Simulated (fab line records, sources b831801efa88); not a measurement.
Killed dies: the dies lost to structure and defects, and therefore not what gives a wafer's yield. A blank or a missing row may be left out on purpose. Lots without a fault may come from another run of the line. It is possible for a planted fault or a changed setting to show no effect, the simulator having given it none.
The tool behind it: which one?	flow sky130	11 lots, 33 wafers sampled, at 3 steps of a route of 708

WHAT THE GAUGES READ, wafer by wafer
SKY_VIA1_CD_MEAS_12 targets a cd of 150 nm. Usual: cd nm 150.0 nm, standard deviation 1.8.
lot	measured	on	cd nm (nm)	flag
L338	day 34 07:31	cd sem-02	149.4 149.4 149.8	
L339	day 34 10:48	cd sem-01	149.8 147.2 148.8	
L341	day 34 12:25	cd sem-02	149.1 147.5 148.8	
L340	day 35 00:20	cd sem-02	149.4 149.0 148.6	
L342	day 35 04:52	cd sem-02	149.1 148.6 148.2	
L343	day 35 13:25	cd sem-01	149.3 150.3 149.5	
L348	day 37 03:43	cd sem-02	147.1 149.5 149.8	
L350	day 37 20:26	cd sem-02	151.3 151.1 152.7	
L358	day 40 05:19	cd sem-02	148.4 148.8 150.4	
L359	day 40 12:00	cd sem-01	150.5 150.8 148.4	
L360	day 41 03:25	cd sem-02	149.5 150.7 149.5	

SKY_VIA1_RS_MEAS_22: measures by four-point-probe. Usual: VIA1_W_RS 0.428 ohm/sq, standard deviation 0.0042.
lot	measured	on	VIA1_W_RS (ohm/sq)	flag
L338	day 34 08:30	film metro-01	0.423 0.430 0.426	
L339	day 34 11:47	film metro-01	0.433 0.427 0.431	
L341	day 34 13:24	film metro-01	0.437 0.439 0.431	
L340	day 35 01:19	film metro-03	0.421 0.427 0.431	
L342	day 35 05:52	film metro-02	0.426 0.431 0.421	
L343	day 35 14:24	film metro-01	0.430 0.429 0.428	
L348	day 37 04:43	film metro-02	0.426 0.429 0.423	
L350	day 37 21:25	film metro-01	0.428 0.425 0.430	
L358	day 40 06:20	film metro-01	0.426 0.426 0.423	
L359	day 40 12:59	film metro-03	0.424 0.431 0.423	
L360	day 41 04:25	film metro-02	0.419 0.418 0.416	

TOOL THAT RAN EACH LOT (tool first, then ch and the chambers of the sampled wafers, then the start)
lot	SKY_VIA1_SPUTTER_20
L338	pvd sputter-04, day 34 08:21
L339	pvd sputter-03, day 34 11:38
L341	pvd sputter-04, day 34 13:15
L340	pvd sputter-04, day 35 01:09
L342	pvd sputter-02, day 35 05:43
L343	pvd sputter-03, day 35 14:15
L348	pvd sputter-04, day 37 04:33
L350	pvd sputter-04, day 37 21:16
L358	pvd sputter-02, day 40 06:10
L359	pvd sputter-03, day 40 12:49
L360	pvd sputter-03, day 41 04:13
- SKY_VIA1_SPUTTER_20: material TiN, target thk 20 nm, time 80 s.

AS READ BY THE TOOLS THEMSELVES (means over the sampled wafers that have a number; for cases with no such wafer, the mark the record gives instead)
SKY_VIA1_SPUTTER_20. Usual: throttle valve pct 30.1 %, standard deviation 1.1.
lot	tool	throttle valve pct (%)	flag
L338	pvd sputter-04	29.6	
L339	pvd sputter-03	30.3	
L341	pvd sputter-04	30.5	
L340	pvd sputter-04	30.9	
L342	pvd sputter-02	30.3	
L343	pvd sputter-03	31.2	
L348	pvd sputter-04	30.8	
L350	pvd sputter-04	29.7	
L358	pvd sputter-02	29.2	
L359	pvd sputter-03	29.0	
L360	pvd sputter-03	30.1	

THE ANSWER, worked out from the rows above alone
Rule: a lot is off if the mean of its wafers that have a number lies more than 3 standard deviations from the usual mean. A lot without any number at a reading at which 4 lots or more have one is off too. Any other lot the step has rows for is counted as sound. After the gauges, taken in route order, come the tools' own readings; for these a lot's mean is taken, as printed above. At the first step where some lot is off, the reading lying furthest off is the one used; lots without a number count as furthest.
Nothing can be told from this: no lot is off at any reading shown.

WHAT THE SIMULATOR PUT IN
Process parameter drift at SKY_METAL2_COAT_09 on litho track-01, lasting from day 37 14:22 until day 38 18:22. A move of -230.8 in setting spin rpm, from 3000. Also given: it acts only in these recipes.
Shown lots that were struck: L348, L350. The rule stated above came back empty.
